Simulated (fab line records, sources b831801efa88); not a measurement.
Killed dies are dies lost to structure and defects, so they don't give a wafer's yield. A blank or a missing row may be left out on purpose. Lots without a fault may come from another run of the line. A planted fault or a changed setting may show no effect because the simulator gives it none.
fab line records | flow sky130
record lots=13 wafers=39 last_day=50
route steps=708 shown FIELD_ISO@5 DNWELL@43 PWDE@49 PAD_OPEN@708
lots that met no fault: from a run of the same line without faults
start_h: hours from the record's first day to the start of the lot's first wafer shown | wait_h: hours since the lot's step before | " the same as in the row above | L1.1+2: a row that stands for several wafers | - no value, or no start given | * or withheld: withheld | < > ~ a bound
route shown NAME@n: a module of which the file shows steps, and the number in the route of the first | usual: mean/standard deviation of fault-free wafers | same: alike in all rows | chamber/n: place in a boat | sites: the reading at each site | _std_site: their standard deviation | _edge_site: outer sites' mean less inner sites' | radius_mm: how far each site lies from the wafer's centre | mask NAME#n: copy n | behind: the tool/chamber that last shaped the wafer | hold: why the lot was held/for how many hours/how that ended | device: the transistor (n, p or np) that didn't switch | end of line: the same wafers' tests at the end of the route | a step without rows: its recipe alone | killed: dies lost to structure and defects at the first sort, not the wafer's yield | map: a wafer's dies, x killed, . not, _ none there
set.NAME: the setting as run; set.NAME@STEP: as run at that earlier step | model.NAME: the simulator's own value behind a step, which no gauge read
steps of the route over a sample of lots; a table a step, a row a wafer
services: from which hour (start_h, from the record's first day; less than 0 if before it) a tool's chamber was out of use, for how many hours, and why
## steps
# step SKY_FIELD_ISO_THK_MEAS_04
# recipe reads=Si3N4_of_FIELD_ISO_CVD_03
# usual FIELD_ISO_CVD_03_THK=164.8/1.4
# columns lot.wafer tool chamber start_h wait_h FIELD_ISO_CVD_03_THK[nm]
L348.1 film_metro-03 - 14.09 0.0 163.6
L348.2 " - " " 164.3
L348.6 " - " " 163.9
L349.2 film_metro-03 - 20.67 0.0 166.5
L349.3 " - " " 166.4
L349.4 " - " " 165.5
L350.4 film_metro-02 - 23.61 0.0 163.0
L350.5 " - " " 162.5
L350.6 " - " " 164.4
L351.3 film_metro-01 - 29.78 0.0 165.0
L351.4 " - " " 166.6
L351.5 " - " " 164.9
L352.3 film_metro-01 - 34.01 0.0 163.4
L352.5 " - " " 164.8
L352.6 " - " " 165.5
L355.1 film_metro-01 - 49.19 0.0 162.9
L355.2 " - " " 165.8
L355.3 " - " " 164.9
L357.1 film_metro-02 - 60.00 0.0 167.2
L357.4 " - " " 167.1
L357.6 " - " " 168.1
L359.2 film_metro-03 - 69.80 0.0 162.8
L359.3 " - " " 162.9
L359.4 " - " " 163.3
L361.2 film_metro-02 - 80.88 0.0 162.7
L361.3 " - " " 162.8
L361.5 " - " " 163.0
L368.3 film_metro-03 - 113.91 0.0 165.0
L368.5 " - " " 165.1
L368.6 " - " " 166.8
L369.1 film_metro-01 - 119.23 0.0 165.5
L369.2 " - " " 164.7
L369.6 " - " " 164.3
L370.1 film_metro-01 - 123.53 0.0 164.3
L370.3 " - " " 163.8
L370.5 " - " " 163.3
L371.2 film_metro-02 - 128.98 0.0 167.6
L371.3 " - " " 165.8
L371.5 " - " " 166.8
# step SKY_FIELD_ISO_CMP_27
# recipe stop_on=Si3N4 t_overpolish_s=16 down_force_psi=4 platen_rpm=60 target_thk_nm=457.8 pad_velocity_m_s=0.94248
# usual motor_current_A=11.7/1.3 overpolish_run_s=15.999/0.0086 time_to_endpoint_s=113/6.1
# columns lot.wafer tool chamber start_h wait_h motor_current_A overpolish_run_s time_to_endpoint_s
L348.2 cmp-02 1 33.50 0.0 12.4 15.991 115
L348.1 " 3 " " 12.7 16.009 105
L348.6 " 1 " " 12.6 16.006 113
L349.4 cmp-02 1 39.53 0.0 12.9 16.007 112
L349.3 " 2 " " 13.1 15.998 115
L349.2 " 0 " " 9.2 16.002 115
L350.4 cmp-02 2 44.51 0.1 13.4 15.996 119
L350.5 " 0 " " 9.0 15.999 119
L350.6 " 1 " " 13.0 15.994 117
L351.3 cmp-02 0 49.67 0.0 9.4 15.996 117
L351.4 " 2 " " 12.8 15.982 118
L351.5 " 1 " " 12.1 16.003 117
L352.3 cmp-01 2 55.32 0.1 11.7 15.994 125
L352.6 " 1 " " 12.9 16.014 114
L352.5 " 2 " " 12.2 16.012 123
L355.3 cmp-02 2 73.60 0.0 12.9 15.995 123
L355.1 " 3 " " 12.2 15.993 109
L355.2 " 0 " " 9.0 16.010 115
L357.4 cmp-02 0 81.56 0.0 9.1 16.000 119
L357.1 " 1 " " 12.7 15.999 121
L357.6 " 1 " " 12.6 16.006 121
L359.2 cmp-01 0 89.55 0.1 10.4 16.004 105
L359.4 " 1 " " 12.4 16.004 108
L359.3 " 2 " " 12.6 16.002 115
L361.3 cmp-01 2 102.50 0.1 12.1 16.018 109
L361.2 " 0 " " 10.6 16.003 104
L361.5 " 2 " " 11.9 16.002 114
L368.3 cmp-01 3 138.39 0.1 11.0 16.008 112
L368.6 " 0 " " 10.7 16.019 107
L368.5 " 1 " " 13.3 16.009 107
L369.1 cmp-02 3 141.24 0.0 12.7 15.996 107
L369.2 " 0 " " 9.0 15.995 117
L369.6 " 3 " " 12.8 16.005 107
L370.1 cmp-01 0 152.03 0.0 10.8 16.003 109
L370.3 " 1 " " 12.9 16.005 104
L370.5 " 1 " " 13.0 15.984 106
L371.3 cmp-01 0 158.89 0.0 10.8 15.988 105
L371.2 " 1 " " 13.1 16.009 103
L371.5 " 0 " " 11.0 15.986 107
# step SKY_DNWELL_STRIP_08
# recipe chemistry=O2/N2 power_w=1400 pressure_mtorr=1500 platen_temp_c=withheld o2_flow_sccm=3000 n2_flow_sccm=300 overash_fraction=0.5
# usual drypump_motor_current_A=5.7/0.79 oes_product_au=0.723/0.0044 strip_time_to_endpoint_s=36.90/0.12
# columns lot.wafer tool chamber start_h wait_h drypump_motor_current_A oes_product_au rf_hours_counter_h strip_time_to_endpoint_s
L348.1 plasma_asher-02 0 51.23 0.1 4.8 0.727 24 36.94
L348.2 " 1 " " 5.0 0.724 24 36.91
L348.6 " 1 " " 5.0 0.728 - 37.08
L349.2 plasma_asher-02 1 58.51 0.1 5.1 0.725 25 36.96
L349.3 " 1 " " 5.1 0.725 - 36.92
L349.4 " 0 " " 4.8 0.722 - 36.92
L350.4 plasma_asher-03 1 63.53 0.1 6.7 0.717 - 37.13
L350.5 " 0 " " 6.5 0.719 - 37.10
L350.6 " 1 " " 6.7 0.721 - 37.18
L351.3 plasma_asher-03 1 69.45 0.1 6.7 0.720 - 36.84
L351.4 " 0 " " 6.5 0.722 - 36.90
L351.5 " 0 " " 6.5 0.728 - 36.91
L352.3 plasma_asher-03 0 73.55 0.1 6.5 0.725 - 36.93
L352.5 " 1 " " 6.7 0.728 - 36.99
L352.6 " 0 " " 6.5 0.734 - 36.96
L355.1 plasma_asher-02 1 94.66 0.1 5.1 0.718 28 36.75
L355.2 " 0 " " 4.8 0.713 28 36.88
L355.3 " 1 " " 5.1 0.728 - 36.80
L357.1 plasma_asher-02 0 101.33 0.1 4.9 0.722 29 36.88
L357.4 " 0 " " 4.8 0.721 - 36.96
L357.6 " 0 " " 4.8 0.718 - 36.85
L359.2 plasma_asher-01 0 113.27 0.1 5.9 0.721 44 36.65
L359.3 " 0 " " 5.9 0.717 - 36.79
L359.4 " 1 " " 6.7 0.720 - 36.72
L361.2 plasma_asher-01 1 123.96 0.1 6.7 0.725 45 36.87
L361.3 " 0 " " 5.9 0.714 - 36.94
L361.5 " 0 " " 5.9 0.721 - 36.94
L368.3 plasma_asher-02 0 159.76 0.1 4.8 0.715 - 36.84
L368.5 " 0 " " 4.8 0.720 - 36.73
L368.6 " 1 " " 5.0 0.725 - 36.84
L369.1 plasma_asher-03 1 167.03 0.1 6.7 0.728 49 37.09
L369.2 " 0 " " 6.5 0.729 49 37.02
L369.6 " 0 " " 6.5 0.719 - 37.03
L370.1 plasma_asher-02 1 177.61 0.1 5.1 0.720 37 37.11
L370.3 " 0 " " 4.8 0.715 - 36.91
L370.5 " 0 " " 4.8 0.724 - 37.01
L371.2 plasma_asher-01 1 184.03 0.1 6.7 0.724 51 36.80
L371.3 " 0 " " 5.9 0.727 - 36.70
L371.5 " 0 " " 5.9 0.731 - 36.78
# step SKY_PWDE_EXPOSE_04
# recipe mask_id=PWDEM na=0.6 source_shape=conventional sigma_outer=0.6 polarization=unpolarized target_cd_nm=840 dose_mj=214
# columns lot.wafer tool chamber start_h wait_h mask
L348.1+2+6 iline_stepper-02 0 59.67 - PWDEM#0
L349.2+3+4 iline_stepper-02 0 66.00 - PWDEM#0
L350.4+5+6 iline_stepper-02 0 71.72 - PWDEM#0
L351.3+4+5 iline_stepper-02 0 77.92 - PWDEM#0
L352.3+5+6 iline_stepper-01 0 81.81 - PWDEM#0
L355.1+2+3 iline_stepper-01 0 103.11 - PWDEM#0
L357.1+4+6 iline_stepper-01 0 110.90 - PWDEM_R1#0
L359.2+3+4 iline_stepper-01 0 122.84 - PWDEM#0
L361.2+3+5 iline_stepper-01 0 133.99 - PWDEM#0
L368.3+5+6 iline_stepper-02 0 169.42 - PWDEM#0
L369.1+2+6 iline_stepper-01 0 178.27 - PWDEM#0
L370.1+3+5 iline_stepper-01 0 187.78 - PWDEM#0
L371.2+3+5 iline_stepper-01 0 194.61 - PWDEM#0
# step SKY_PAD_OPEN_PROBE_99
# usual killed_at_M0_to_M3=42/7 killed_at_M4_up=2.8/1.8 killed_at_contacts=24/5.8 killed_at_front_end=15/4.8 killed_at_other=0.3/0.56 killed_dies=84/11 killed_open=46/7.8 killed_short=38/6.3
# same gross_dies=492 killed_at_back_side=0
# columns lot.wafer tool chamber start_h wait_h killed_at_M0_to_M3 killed_at_M4_up killed_at_contacts killed_at_front_end killed_at_other killed_dies killed_open killed_short
L349.2 prober-02 - 1084.19 0.1 38 4 32 13 0 87 54 32
L349.3 prober-02 - 1084.24 0.2 39 4 21 14 1 79 41 37
L349.4 prober-02 - 1084.29 0.2 31 7 23 14 1 76 36 39
L350.4 prober-01 - 1090.97 0.2 33 7 17 7 0 64 31 33
L350.5 prober-01 - 1091.02 0.2 43 2 17 17 1 80 42 38
L350.6 prober-01 - 1091.07 0.2 42 6 24 12 0 84 42 42
L357.1 prober-02 - 1129.69 0.1 50 4 11 103 0 168 53 25
L357.4 prober-02 - 1129.84 0.2 57 3 33 81 0 174 53 48
L357.6 prober-02 - 1129.94 0.2 34 3 30 100 1 168 43 40
L361.2 prober-02 - 1151.31 0.1 50 3 25 15 0 93 47 46
L361.3 prober-02 - 1151.36 0.2 46 2 25 12 0 85 41 43
L361.5 prober-02 - 1151.46 0.2 46 2 29 11 1 89 48 40
L369.1 prober-02 - 1192.16 0.1 41 5 32 14 0 92 43 49
L369.2 prober-02 - 1192.21 0.1 39 4 31 22 0 96 61 34
L369.6 prober-02 - 1192.41 0.2 41 8 31 19 0 99 45 54
L370.1 prober-01 - 1201.60 0.1 36 4 26 22 0 88 44 44
L370.3 prober-01 - 1201.70 0.2 58 1 21 15 1 96 52 44
L370.5 prober-01 - 1201.80 0.2 46 4 19 16 2 87 49 36
# killed by level:class
L349.2 CONTACT:geometric_particle:open=17 VIA1:geometric_particle:open=7 LI_CONTACT:geometric_particle:open=6 LOCAL_INTERCONNECT:geometric_particle:short=6 VIA2:geometric_particle:open=6 METAL1:geometric_particle:short=5 VIA3:geometric_particle:open=5 POLY_GATE:geometric_particle:open=4
L349.3 VIA1:geometric_particle:open=11 CONTACT:geometric_particle:open=9 POLY_GATE:geometric_particle:open=5 LOCAL_INTERCONNECT:geometric_particle:short=5 METAL2:geometric_particle:short=5 METAL1:geometric_particle:short=4 VIA2:geometric_particle:open=4 FIELD_ISO:geometric_particle:short=3
L349.4 LI_CONTACT:geometric_particle:open=7 CONTACT:geometric_particle:open=6 VIA2:geometric_particle:open=6 METAL4:geometric_particle:short=6 CONTACT:geometric_particle:short=5 METAL1:geometric_particle:short=5 METAL2:geometric_particle:short=4 VIA3:geometric_particle:open=4
L350.4 VIA3:geometric_particle:open=9 METAL2:geometric_particle:short=6 LI_CONTACT:geometric_particle:open=6 METAL4:geometric_particle:short=6 VIA1:geometric_particle:short=5 CONTACT:geometric_particle:short=4 METAL1:geometric_particle:short=4 LOCAL_INTERCONNECT:geometric_particle:short=3
L350.5 METAL2:geometric_particle:short=10 LI_CONTACT:geometric_particle:open=8 VIA3:geometric_particle:open=8 VIA1:geometric_particle:open=6 VIA2:geometric_particle:open=6 POLY_GATE:geometric_particle:open=5 FIELD_ISO:geometric_particle:short=4 METAL1:geometric_particle:short=4
L350.6 VIA3:geometric_particle:open=10 VIA1:geometric_particle:open=8 CONTACT:geometric_particle:open=7 LI_CONTACT:geometric_particle:open=6 LOCAL_INTERCONNECT:geometric_particle:short=6 METAL2:geometric_particle:short=6 VIA3:geometric_particle:short=5 METAL4:geometric_particle:short=5
L357.1 PWDE:area_expose=90 VIA1:geometric_particle:open=17 VIA3:geometric_particle:open=7 VIA2:geometric_particle:open=6 METAL2:geometric_particle:short=5 CONTACT:geometric_particle:open=5 FIELD_ISO:geometric_particle:open=4 LI_CONTACT:geometric_particle:open=4
L357.4 PWDE:area_expose=73 VIA3:geometric_particle:open=11 CONTACT:geometric_particle:open=9 LI_CONTACT:geometric_particle:open=9 VIA1:geometric_particle:open=9 VIA1:geometric_particle:short=8 VIA2:geometric_particle:open=7 LOCAL_INTERCONNECT:geometric_particle:short=6
L357.6 PWDE:area_expose=85 CONTACT:geometric_particle:open=11 LI_CONTACT:geometric_particle:open=8 VIA3:geometric_particle:open=8 METAL2:geometric_particle:short=7 VIA1:geometric_particle:open=5 POLY_GATE:geometric_particle:short=4 SPACER:geometric_particle:short=4
L361.2 VIA1:geometric_particle:open=15 CONTACT:geometric_particle:open=10 VIA2:geometric_particle:open=9 METAL1:geometric_particle:short=9 FIELD_ISO:geometric_particle:short=7 LI_CONTACT:geometric_particle:open=6 LOCAL_INTERCONNECT:geometric_particle:short=5 METAL2:geometric_particle:short=5
L361.3 CONTACT:geometric_particle:open=9 VIA1:geometric_particle:short=8 VIA1:geometric_particle:open=8 METAL1:geometric_particle:short=7 CONTACT:geometric_particle:short=6 VIA2:geometric_particle:open=5 VIA3:geometric_particle:open=5 LOCAL_INTERCONNECT:geometric_particle:short=4
L361.5 VIA1:geometric_particle:open=11 CONTACT:geometric_particle:open=10 LI_CONTACT:geometric_particle:open=8 METAL1:geometric_particle:short=8 VIA2:geometric_particle:open=6 METAL2:geometric_particle:short=6 VIA1:geometric_particle:short=5 FIELD_ISO:geometric_particle:open=4
L369.1 LI_CONTACT:geometric_particle:open=7 CONTACT:geometric_particle:open=7 CONTACT:geometric_particle:short=7 VIA1:geometric_particle:open=7 LOCAL_INTERCONNECT:geometric_particle:short=6 VIA3:geometric_particle:open=6 FIELD_ISO:geometric_particle:open=5 LI_CONTACT:geometric_particle:short=5
L369.2 CONTACT:geometric_particle:open=15 VIA1:geometric_particle:open=10 VIA2:geometric_particle:open=10 LI_CONTACT:geometric_particle:open=7 POLY_GATE:geometric_particle:open=5 LOCAL_INTERCONNECT:geometric_particle:short=4 CONTACT:geometric_particle:short=4 VIA1:geometric_particle:short=4
L369.6 METAL2:geometric_particle:short=8 VIA3:geometric_particle:open=8 CONTACT:geometric_particle:short=7 LI_CONTACT:geometric_particle:open=7 CONTACT:geometric_particle:open=7 FIELD_ISO:geometric_particle:open=6 METAL3:geometric_particle:short=6 POLY_GATE:geometric_particle:open=5
L370.1 CONTACT:geometric_particle:open=9 METAL1:geometric_particle:short=9 LI_CONTACT:geometric_particle:open=7 FIELD_ISO:geometric_particle:short=6 VIA2:geometric_particle:open=6 LOCAL_INTERCONNECT:geometric_particle:short=5 VIA1:geometric_particle:short=5 FIELD_ISO:geometric_particle:open=4
L370.3 VIA1:geometric_particle:open=11 VIA3:geometric_particle:open=11 METAL1:geometric_particle:short=8 VIA2:geometric_particle:open=7 CONTACT:geometric_particle:open=6 CONTACT:geometric_particle:short=6 METAL2:geometric_particle:short=6 LI_CONTACT:geometric_particle:open=4
L370.5 METAL1:geometric_particle:short=11 VIA1:geometric_particle:open=11 CONTACT:geometric_particle:open=9 LI_CONTACT:geometric_particle:open=6 VIA3:geometric_particle:open=6 POLY_GATE:geometric_particle:short=5 FIELD_ISO:geometric_particle:short=4 FIELD_ISO:geometric_particle:open=4
## services
# columns tool chamber start_h hours kind
iline_stepper-01 - 23.99 1.7 pm
plasma_asher-01 - 50.22 2.8 pm
iline_stepper-01 - 53.68 27.3 repair
cmp-01 - 60.48 5.3 repair
cmp-02 - 63.07 1.6 repair
cmp-01 - 65.77 4.0 pm
cmp-01 - 69.77 - consumable_replace:conditioner
cmp-01 - 69.77 - consumable_replace:pad
cmp-02 - 85.18 1.7 repair
cmp-02 - 100.43 3.8 repair
cmp-02 - 127.24 0.5 repair
cmp-01 - 131.18 4.3 pm
cmp-02 - 135.49 4.8 pm
iline_stepper-01 0 156.89 - calibration
cmp-01 - 162.09 1.1 repair
iline_stepper-02 0 162.25 - calibration
iline_stepper-02 - 169.60 1.7 pm
plasma_asher-03 - 182.22 14.6 pm
cmp-02 - 193.18 2.1 repair
## key
first_sign step=SKY_PWDE_EXPOSE_04 reading=mask direction=changed
effect step=SKY_PAD_OPEN_PROBE_99 reading=killed_at_front_end direction=up sigmas=17 usual=15 struck=95
more_kills_born_at SKY_PWDE_EXPOSE_04@iline_stepper-01=248
met_at SKY_PWDE_EXPOSE_04
struck_lots L357
tester_left_out L357
not_acting_at SKY_FIELD_ISO_THK_MEAS_04,SKY_FIELD_ISO_CMP_27,SKY_DNWELL_STRIP_08
onset_between 103.11 110.90
fault kind=wrong_mask tool=any chamber=- onset_h=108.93 steps=SKY_PWDE_EXPOSE_04 aux_copy=PWDEM_R1#0 cd_offset_nm=126 scope=struck_lots_only
# tester_left_out: of these lots the tester's yield and bins aren't shown, on N5 and GAA mostly nor the transistor test; their killed dies are dies lost to structure and defects alone, not to doping, threshold or leakage, so they don't give the yield
